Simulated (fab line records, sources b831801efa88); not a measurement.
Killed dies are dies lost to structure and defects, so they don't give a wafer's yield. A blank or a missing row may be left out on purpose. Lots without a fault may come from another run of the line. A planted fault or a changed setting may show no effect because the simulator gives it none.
One fault seen from 2 desks | flow sky130 | each desk has only its own numbers; what lay behind them comes last

THE METROLOGY DESK
What the gauges read, lot by lot, whatever tool the lot ran on: means of the sampled wafers that have a number. A lot is out of limits, marked OUT, if its mean lies more than 4 standard deviations from the usual mean; the brackets give that distance.
Columns: A = SD_N_TW at SKY_SD_N_TW_MEAS_12, usual 3985; B = CONTACT_CVD_00_THK at SKY_CONTACT_THK_MEAS_01, usual 75.1 nm; C = CONTACT_HDPCVD_THK at SKY_CONTACT_THK_MEAS_03, usual 564 nm
lot  | first seen here | A    | B    | C
L977 | day 28 02:17    | 3963 | 75.5 | 572
L981 | day 30 03:13    | 3970 | 75.5 | 567
L982 | day 30 13:04    | 4004 | 75.5 | 681 (+25) OUT
L983 | day 31 02:47    | 3994 | 75.6 | 560
L984 | day 31 16:26    | 3983 | 76.3 | 680 (+25) OUT
L985 | day 31 20:53    | 3958 | 75.4 | 674 (+24) OUT
L992 | day 34 03:52    | 3993 | 74.6 | 564
L993 | day 34 07:29    | 3984 | 74.3 | 567
L994 | day 34 08:35    | 4006 | 75.4 | 569
L997 | day 35 21:41    | 3985 | 74.9 | 560
L998 | day 35 23:44    | 4022 | 75.4 | 562
L999 | day 36 04:59    | 3977 | 74.5 | 562
This desk's finding: out of limits on L982, L984, L985; first on L982, day 32 23:07 (CONTACT_HDPCVD_THK at SKY_CONTACT_THK_MEAS_03). In limits: L977, L981, L983, L992, L993, L994, L997, L998, L999.

THE TOOL OWNER'S DESK: hdpcvd-01
The tool's own readings at SKY_CONTACT_HDPCVD_02 (deposits SiO2, target thk 565 nm, time 94.2 s): means of the sampled wafers that have a number, for each lot that ran on this tool. A lot is out of limits, marked OUT, if its mean lies more than 4 standard deviations from the usual mean; the brackets give that distance.
Columns: A = sih4_flow_sccm at SKY_CONTACT_HDPCVD_02, usual 60.01 sccm
lot  | first seen here | A
L977 | day 30 14:56    | 60.25
L981 | day 32 14:17    | 60.08
L982 | day 32 23:03    | 71.88 (+62) OUT
L984 | day 33 22:40    | 71.98 (+63) OUT
L985 | day 34 03:01    | 72.01 (+63) OUT
L992 | day 36 11:46    | 59.93
L993 | day 36 15:31    | 60.21
L994 | day 36 16:28    | 59.96
L997 | day 38 04:19    | 59.92
L999 | day 38 10:37    | 60.09
This desk's finding: out of limits on L982, L984, L985; first on L982, day 32 23:03 (sih4_flow_sccm at SKY_CONTACT_HDPCVD_02). In limits: L977, L981, L992, L993, L994, L997, L999.

PUT TOGETHER
The tool owner's desk could have raised an alarm at day 32 23:03, on L982, L984, L985.
The metrology desk could have raised an alarm at day 32 23:07, on L982, L984, L985.
Of the lots named, all ran SKY_CONTACT_HDPCVD_02 on hdpcvd-01.

WHAT THE SIMULATOR HAD PUT IN
Process parameter drift: hdpcvd-01, from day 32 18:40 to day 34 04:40, at SKY_CONTACT_HDPCVD_02. Setting sih4_flow_sccm, moved by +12, from 60. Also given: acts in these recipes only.
Lots struck among those shown: L982, L984, L985.
Hours from the fault's start to each desk's first reading out of limits: the tool owner's desk, 4; the metrology desk, 4.
